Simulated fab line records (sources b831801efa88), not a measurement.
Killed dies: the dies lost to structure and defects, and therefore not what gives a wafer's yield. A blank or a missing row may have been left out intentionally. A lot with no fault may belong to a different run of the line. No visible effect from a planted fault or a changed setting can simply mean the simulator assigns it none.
Which tool is to blame?	flow gf180mcu	6 lots (18 wafers sampled), 1 step of a 602-step route

WHAT THE GAUGES SHOWED, per wafer
GF_VT_IMPLANT_OVL_MEAS_18.
lot	measured	on	VT_IMPLANT_01_OVL (nm)
L119	day 6 11:11	overlay-02	-1.1 -0.4 -0.2
L121	day 7 00:46	overlay-01	0.0 2.0 1.5
L124	day 8 10:49	overlay-02	2.2 1.3 1.6
L135	day 10 17:40	overlay-02	-1.2 -0.7 -1.7
L137	day 11 08:34	overlay-01	0.4 0.4 0.9
L140	day 12 01:51	overlay-02	0.2 1.8 2.6

TOOL THAT RAN EACH LOT (tool first, then ch and the chambers of the sampled wafers, then the start)
There is no process step in the record ahead of these readings.

THE ANSWER, worked out from the rows above alone
Rule: usual is defined by the lots themselves. Put in order of their means at a reading, lots are off if they are a third of the lots or fewer, leave a main group of 4 or more, and stand apart from it by a gap of 3 or more times the standard deviation of the main group's means; of several such gaps the widest counts. A main group whose means are all the same, to the digits that the tables above print for the reading, isn't used. Also off: a lot with no number at a reading for which 4 or more lots have one. All remaining lots with rows at the step are treated as sound.
Nothing can be told from this: no lot is off at any reading shown.

WHAT THE SIMULATOR HAD INSERTED
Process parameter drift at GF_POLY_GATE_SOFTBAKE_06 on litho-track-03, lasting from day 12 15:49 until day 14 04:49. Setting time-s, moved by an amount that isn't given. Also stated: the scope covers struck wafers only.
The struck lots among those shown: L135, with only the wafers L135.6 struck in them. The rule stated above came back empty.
